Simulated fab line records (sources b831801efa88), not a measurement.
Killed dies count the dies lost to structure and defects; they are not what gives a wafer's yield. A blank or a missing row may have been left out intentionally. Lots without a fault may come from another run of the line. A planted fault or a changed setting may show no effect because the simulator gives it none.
fab line records -- flow sky130
[record] lots = 5, wafers = 15, last-day = 49
route steps=708 shown LOCAL_INTERCONNECT@390 CONTACT@406 PAD_OPEN@708
lots untouched by any fault: they come from a run of this same line in which no faults occurred
start-h: hours from the record's opening day to when the first of the lot's shown wafers began -- wait-h: hours since the lot's step before -- " as in the row above -- L1.1+2: one row covering several wafers at once -- - no value, or no start was given -- * or withheld: withheld -- < > ~ a bound
route shown NAME@n: a module of which the file shows steps, and the number in the route of the first -- usual: mean/standard deviation of fault-free wafers -- same: alike in all rows -- chamber/n: place in a boat -- sites: per-site readings -- _std_site: how widely they spread, as a standard deviation -- _edge_site: mean of outer sites minus mean of inner sites -- radius-mm: how far each site lies from the wafer's centre -- mask NAME#n: copy n -- behind: tool/chamber where the wafer was last shaped -- hold: why the lot went on hold/how many hours it stayed there/how the hold came to an end -- device: transistor that didn't switch, given as n, p or np -- end of line: the same wafers' tests at the end of the route -- a step without rows: its recipe alone -- killed: dies that structure and defects cost at the first sort, which is not the same as the wafer's yield -- map: a wafer's dies, x killed, . not, _ none there
set.NAME: the run value of the setting; set.NAME@STEP: its run value at that earlier step -- model.NAME: the simulator's own value behind a step, which no gauge read
a table for each step, a row for each wafer; lots at some steps of the route
services: a tool's chamber out of use, with start hour (start-h, from the record's first day; less than 0 if before it), hours out, and reason
[[steps]]
[step SKY_LOCAL_INTERCONNECT_DEHYDRATE_03]
[recipe] temp-c = 200, time-s = 60
[step SKY_LOCAL_INTERCONNECT_HMDS_04]
[recipe] prime-time-s = 60, prime-temp-c = 120
[step SKY_LOCAL_INTERCONNECT_COAT_05]
[recipe] resist = BARC, temp-c = withheld, time-s = withheld, spin-rpm = 3000, resist-thk-nm = 60
[step SKY_LOCAL_INTERCONNECT_COAT_06]
[recipe] resist = KrF-thick, spin-rpm = 3000, resist-thk-nm = 450
[step SKY_LOCAL_INTERCONNECT_SOFTBAKE_07]
[recipe] temp-c = 100, time-s = 90, resist = KrF-thick
[step SKY_LOCAL_INTERCONNECT_EXPOSE_08]
[recipe] mask-id = LI1M, na = 0.8, source-shape = annular, sigma-inner = 0.55, sigma-outer = 0.85, target-cd-nm = 170, dose-mj = 28
[step SKY_LOCAL_INTERCONNECT_PEB_09]
[recipe] peb-temp-c = withheld, peb-time-s = withheld, resist = KrF-thick
[step SKY_LOCAL_INTERCONNECT_DEVELOP_10]
[recipe] develop-time-s = 60, resist = KrF-thick, dev-temp-c = 21
[step SKY_LOCAL_INTERCONNECT_ETCH_13]
[recipe] chemistry = N2/H2, target = BARC, ion-energy-ev = 200, bias-w = 100, pressure-mtorr = 30, n2-flow-sccm = 100, h2-flow-sccm = 200, icp-w = 500, stop-on = SiO2, time-s = 45.9, target-depth-a = 600
[step SKY_LOCAL_INTERCONNECT_METAL_ETCH_14]
[recipe] target-depth-nm = 110, stop-on = PSG, chemistry = Cl2/BCl3, target = TiN, resist-sidewall-deg = 88, pressure-mtorr = 10, icp-w = 900, bias-w = 48.5, Cl2_flow_sccm = 60, bcl3-flow-sccm = 30, time-s = 31.4
[usual] drypump-motor-current-A = 6.1/0.39, oes-product-au = 0.942/0.0073, throttle-valve-pct = 21.900/0.0097
lot.wafer,tool,chamber,start-h,wait-h,drypump-motor-current-A,oes-product-au,rf-hours-counter-h,throttle-valve-pct
L918.1,rie-metal-04,1,719.49,0.0,5.5,0.949,3,21.920
L918.5,rie-metal-04,1,719.49,0.0,5.4,0.946,-,21.894
L918.6,rie-metal-04,0,719.49,0.0,5.9,0.942,-,21.891
L926.2,rie-metal-01,0,772.44,0.0,6.6,0.949,8,21.898
L926.4,rie-metal-01,1,772.44,0.0,6.6,0.952,-,21.896
L926.6,rie-metal-01,1,772.44,0.0,6.5,0.956,-,21.905
L931.3,rie-metal-01,1,815.28,0.0,6.6,0.946,-,21.879
L931.4,rie-metal-01,0,815.28,0.0,6.6,0.929,-,21.895
L931.6,rie-metal-01,0,815.28,0.0,6.6,0.936,-,21.880
L932.1,rie-metal-01,0,819.03,0.0,6.6,0.938,10,21.903
L932.3,rie-metal-01,1,819.03,0.0,6.6,0.939,-,21.914
L932.5,rie-metal-01,1,819.03,0.0,6.5,0.935,-,21.905
L934.2,rie-metal-01,1,834.98,0.0,6.6,0.952,4,21.883
L934.4,rie-metal-01,1,834.98,0.0,6.5,0.939,-,21.901
L934.5,rie-metal-01,0,834.98,0.0,6.6,0.947,-,21.893
[step SKY_LOCAL_INTERCONNECT_STRIP_15]
[recipe] chemistry = O2/N2, power-w = 1400, pressure-mtorr = 1500, platen-temp-c = withheld, o2-flow-sccm = 3000, n2-flow-sccm = 300, overash-fraction = 0.5
[step SKY_LOCAL_INTERCONNECT_STRIP_16]
[recipe] chemistry = post-etch-residue-remover, time-s = 1200, temp-c = 72.5
[step SKY_LOCAL_INTERCONNECT_CLEAN_17]
[recipe] chemistry = IPA, time-s = 180, temp-c = 25
[step SKY_LOCAL_INTERCONNECT_CLEAN_18]
[recipe] chemistry = O3/DIW, dry = n2-spin
[step SKY_CONTACT_CVD_00]
[recipe] material = Si3N4, target-thk-nm = 75, temp-c = 400, time-s = withheld, rf-w = 450
[step SKY_CONTACT_HDPCVD_02]
[recipe] material = SiO2, target-thk-nm = 565, sigma-open-frac = 0.3, time-s = 94.2, temp-c = 600, sih4-flow-sccm = 60, pressure-mtorr = 6
[step SKY_CONTACT_CMP_04]
[recipe] material = SiO2, down-force-psi = 4, platen-rpm = 60, pad-velocity-m-s = 0.94248
[step SKY_CONTACT_DEHYDRATE_06]
[recipe] temp-c = 200, time-s = 60
[step SKY_CONTACT_HMDS_07]
[recipe] prime-time-s = 60, prime-temp-c = 120
[step SKY_CONTACT_COAT_08]
[recipe] resist = BARC, temp-c = withheld, time-s = withheld, spin-rpm = 3000, resist-thk-nm = 60
[step SKY_CONTACT_COAT_09]
[recipe] resist = KrF-thick, spin-rpm = 3000, resist-thk-nm = 450
[step SKY_CONTACT_SOFTBAKE_10]
[recipe] temp-c = 100, time-s = 90, resist = KrF-thick
[step SKY_CONTACT_EXPOSE_11]
[recipe] mask-id = CTM1, na = 0.8, source-shape = annular, sigma-inner = 0.55, sigma-outer = 0.85, target-cd-nm = 170, dose-mj = 38
[step SKY_CONTACT_PEB_12]
[recipe] peb-temp-c = withheld, peb-time-s = withheld, resist = KrF-thick
[step SKY_CONTACT_DEVELOP_13]
[recipe] develop-time-s = 60, resist = KrF-thick, dev-temp-c = 21
[step SKY_CONTACT_ETCH_16]
[recipe] chemistry = N2/H2, target = BARC, ion-energy-ev = 200, source-w = 500, bias-w = 100, pressure-mtorr = 30, n2-flow-sccm = 100, h2-flow-sccm = 200, stop-on = SiO2, time-s = 45.9, target-depth-a = 600
[step SKY_CONTACT_ETCH_17]
[recipe] target = SiO2, chemistry = C4F8/O2/Ar, stop-on = Si3N4, mask-material = KrF-thick, source-w = 1500, bias-w = 1200, pressure-mtorr = 40, c4f8-flow-sccm = withheld, O2_flow_sccm = 6, Ar_flow_sccm = 300, time-s = withheld, target-depth-a = 3400
[step SKY_CONTACT_ETCH_18]
[recipe] target = Si3N4, chemistry = CHF3/O2, stop-on = TiN, source-w = 600, bias-w = 200, pressure-mtorr = 40, chf3-flow-sccm = 50, O2_flow_sccm = 5, time-s = 39, target-depth-a = 750
[step SKY_CONTACT_STRIP_19]
[recipe] chemistry = O2/N2, power-w = 1400, pressure-mtorr = 1500, platen-temp-c = withheld, o2-flow-sccm = 3000, n2-flow-sccm = 300, overash-fraction = 0.5
[step SKY_CONTACT_STRIP_20]
[recipe] chemistry = post-etch-residue-remover, time-s = 1200, temp-c = 72.5
[step SKY_CONTACT_CLEAN_21]
[recipe] chemistry = IPA, time-s = 180, temp-c = 25
[step SKY_CONTACT_CLEAN_22]
[recipe] chemistry = O3/DIW, dry = n2-spin
[step SKY_CONTACT_SPUTTER_23]
[recipe] material = TiN, target-thk-nm = 20, chamber-pressure-pa = 5, power-w = 4000, time-s = 80
[step SKY_CONTACT_CVD_24]
[recipe] material = W, target-thk-nm = 340, time-s = 102.12, temp-c = 400, pressure-torr = 40
[step SKY_PAD_OPEN_PROBE_99]
[usual] killed_at_M0_to_M3 = 44/6, killed_at_M4_up = 2.9/1.5, killed-at-contacts = 24/4.9, killed-at-front-end = 16/4.3, killed-at-other = 0.3/0.54, killed-dies = 87/8.7, killed-on-rim = 17/3.6, killed-open = 48/6.7, killed-short = 39/5.9
[same] gross-dies = 492, killed-at-back-side = 0
lot.wafer,tool,chamber,start-h,wait-h,killed_at_M0_to_M3,killed_at_M4_up,killed-at-contacts,killed-at-front-end,killed-at-other,killed-dies,killed-on-rim,killed-open,killed-short
L918.1,prober-01,-,1085.88,0.1,49,2,22,10,0,83,12,48,35
L918.5,prober-01,-,1086.08,0.2,38,3,18,8,0,67,16,37,27
L918.6,prober-01,-,1086.13,0.2,39,2,29,12,0,82,12,44,36
L926.2,prober-01,-,1127.06,0.1,45,1,26,13,0,85,19,48,37
L926.4,prober-01,-,1127.16,0.2,56,3,14,18,1,92,21,36,56
L926.6,prober-01,-,1127.26,0.2,39,1,21,11,0,72,9,37,35
L931.3,prober-02,-,1153.92,0.2,43,2,27,18,0,90,22,55,34
L931.4,prober-02,-,1153.97,0.2,36,6,76,19,0,137,30,55,38
L931.6,prober-02,-,1154.07,0.2,46,2,63,18,1,130,31,45,36
L932.1,prober-01,-,1157.41,0.1,45,2,69,16,0,132,26,48,35
L932.3,prober-01,-,1157.51,0.2,38,3,28,8,0,77,16,44,32
L932.5,prober-01,-,1157.61,0.2,46,3,19,20,1,89,16,45,44
L934.2,prober-01,-,1169.07,0.1,50,3,14,11,1,79,12,47,31
L934.4,prober-01,-,1169.17,0.2,31,4,22,12,0,69,16,36,31
L934.5,prober-01,-,1169.22,0.2,35,2,73,12,0,122,21,40,35
// killed by level:class
L918.1 VIA1:geometric-particle:open=10 CONTACT:geometric-particle:open=9 METAL2:geometric-particle:short=9 LI_CONTACT:geometric-particle:open=8 VIA2:geometric-particle:open=8 METAL1:geometric-particle:short=4 VIA3:geometric-particle:open=4 VIA2:geometric-particle:short=3
L918.5 VIA1:geometric-particle:open=8 LI_CONTACT:geometric-particle:open=7 CONTACT:geometric-particle:open=7 METAL1:geometric-particle:short=6 VIA2:geometric-particle:open=4 POLY_GATE:geometric-particle:short=3 METAL1:geometric-particle:open=3 VIA1:geometric-particle:short=3
L918.6 VIA1:geometric-particle:open=12 LI_CONTACT:geometric-particle:open=8 CONTACT:geometric-particle:open=8 LI_CONTACT:geometric-particle:short=6 LOCAL_INTERCONNECT:geometric-particle:short=4 POLY_GATE:geometric-particle:open=4 METAL2:geometric-particle:short=4 VIA2:geometric-particle:open=4
L926.2 VIA2:geometric-particle:open=11 LI_CONTACT:geometric-particle:open=9 CONTACT:geometric-particle:open=9 VIA1:geometric-particle:short=7 METAL2:geometric-particle:short=6 VIA3:geometric-particle:open=6 POLY_GATE:geometric-particle:open=5 METAL1:geometric-particle:short=4
L926.4 METAL1:geometric-particle:short=10 METAL2:geometric-particle:short=8 VIA3:geometric-particle:open=7 VIA1:geometric-particle:open=7 VIA2:geometric-particle:open=7 POLY_GATE:geometric-particle:short=5 VIA2:geometric-particle:short=5 FIELD_ISO:geometric-particle:short=4
L926.6 LI_CONTACT:geometric-particle:open=9 VIA2:geometric-particle:open=9 FIELD_ISO:geometric-particle:short=6 CONTACT:geometric-particle:open=6 VIA1:geometric-particle:short=5 METAL2:geometric-particle:short=5 METAL1:geometric-particle:short=4 VIA1:geometric-particle:open=4
L931.3 VIA3:geometric-particle:open=10 VIA1:geometric-particle:open=9 CONTACT:geometric-particle:open=8 LI_CONTACT:geometric-particle:open=7 METAL1:geometric-particle:short=6 POLY_GATE:geometric-particle:open=5 FIELD_ISO:geometric-particle:open=4 FIELD_ISO:geometric-particle:short=4
L931.4 LOCAL_INTERCONNECT:unspecified=44 CONTACT:geometric-particle:open=14 CONTACT:geometric-particle:short=7 METAL2:geometric-particle:short=7 VIA1:geometric-particle:open=7 POLY_GATE:geometric-particle:open=6 VIA3:geometric-particle:open=6 LOCAL_INTERCONNECT:geometric-particle:open=5
L931.6 LOCAL_INTERCONNECT:unspecified=48 VIA3:geometric-particle:open=7 POLY_GATE:geometric-particle:short=6 CONTACT:geometric-particle:open=6 METAL1:geometric-particle:short=6 VIA2:geometric-particle:open=6 LI_CONTACT:geometric-particle:open=5 VIA1:geometric-particle:open=5
L932.1 LOCAL_INTERCONNECT:unspecified=49 VIA1:geometric-particle:open=13 CONTACT:geometric-particle:open=8 POLY_GATE:geometric-particle:short=8 LI_CONTACT:geometric-particle:open=7 VIA2:geometric-particle:open=6 VIA1:geometric-particle:short=6 POLY_GATE:geometric-particle:open=4
L932.3 LI_CONTACT:geometric-particle:open=9 CONTACT:geometric-particle:open=8 VIA2:geometric-particle:open=8 VIA1:geometric-particle:open=8 VIA1:geometric-particle:short=6 CONTACT:geometric-particle:short=5 LI_CONTACT:geometric-particle:short=4 VIA3:geometric-particle:short=4
L932.5 VIA1:geometric-particle:open=13 METAL1:geometric-particle:short=9 CONTACT:geometric-particle:open=7 LI_CONTACT:geometric-particle:open=5 VIA1:geometric-particle:short=5 VIA3:geometric-particle:open=5 FIELD_ISO:geometric-particle:short=4 FIELD_ISO:geometric-particle:open=4
L934.2 VIA1:geometric-particle:open=15 VIA3:geometric-particle:open=12 METAL2:geometric-particle:short=5 VIA2:geometric-particle:open=5 POLY_GATE:geometric-particle:open=4 CONTACT:geometric-particle:short=4 CONTACT:geometric-particle:open=4 METAL1:geometric-particle:short=4
L934.4 VIA1:geometric-particle:open=8 LOCAL_INTERCONNECT:geometric-particle:short=7 VIA3:geometric-particle:open=6 LI_CONTACT:geometric-particle:open=6 CONTACT:geometric-particle:open=5 CONTACT:geometric-particle:short=4 METAL1:geometric-particle:short=4 VIA2:geometric-particle:short=3
L934.5 LOCAL_INTERCONNECT:unspecified=47 VIA1:geometric-particle:open=14 LI_CONTACT:geometric-particle:open=8 CONTACT:geometric-particle:open=7 CONTACT:geometric-particle:short=6 VIA1:geometric-particle:short=5 POLY_GATE:geometric-particle:short=4 LI_CONTACT:geometric-particle:short=4
// map L931.4 (x killed, . not)
__________.........._________
________x....xx.xx...._______
______..x.xx..........xx_____
_____.xx......x..........____
____.............x.....xx.___
___.x...x...x..x.....x.....__
__x........x.x..x...x...xxx._
_......x.......x..x........x.
_..x....xxx...x....x...x.x...
_....x.x..x......xx..x...x...
_.x.x.....x......x....x.xx...
_xxxxx.x.....x...............
_xxxxxxx..............x.x...x
_xxxxxxxxxx..x..x...x........
_xxxxxxxxxx......x.......x.x.
__xxxxxxxx..x.x.......x....._
___xxxxx.x.x..............x__
____xx...x......x......x..___
_____.x...xx..x..x..x.x.x____
______x......x...x......_____
________......x......._______
__________.x....xx.._________
// map L932.1 (x killed, . not)
__________..x......._________
________.............._______
______...x.x..x.......x._____
_____...x.......x..x...x.____
____...x...x........x...x.___
___xx...xxxxxx........x.xx.__
__x...........xx..x.....xx.x_
_...............xx...........
_...x.x.....x...x.x.....x....
_.....x...x...x..x.....x.....
_.xx....................x....
_.x..xxx.....x....x..x.x..x..
_xxxxxxx.x..x...xx.......x...
_xxxxxxxxx......x...x..x.....
_xxxxxxxx.x...x.x.......x....
__xxxxxxx.x................._
___xxxxxxxxx.x.....x..x..x.__
____xxx.xx.x......x..x...x___
_____.x..x.....x.....x...____
______x.x.....x.x......x_____
________.............._______
__________.x........_________
[[services]]
tool,chamber,start-h,hours,kind
rie-metal-04,0,749.70,6.0,repair
[[key]]
[first-sign] step = SKY_PAD_OPEN_PROBE_99, reading = killed-at-contacts, direction = up, sigmas = 9.4, usual = 24, struck = 70
[effect] step = SKY_PAD_OPEN_PROBE_99, reading = killed-dies, direction = up, sigmas = 5, usual = 87, struck = 130
met-at SKY_LOCAL_INTERCONNECT_METAL_ETCH_14
struck-wafers L931.4,L931.6,L932.1,L934.5
tester-left-out L931,L932,L934
onset-between 772.44 815.28
[fault] kind = chamber-particle-source, tool = rie-metal-01, chamber = 0, onset-h = 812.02, steps = SKY_LOCAL_INTERCONNECT_METAL_ETCH_14, rate-per-visit-cm2 = 1.0029, end-h = 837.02
// tester-left-out: of these lots the tester's yield and bins aren't shown, on N5 and GAA mostly nor the transistor test; their killed dies are dies lost to structure and defects alone, not to doping, threshold or leakage, so they don't give the yield
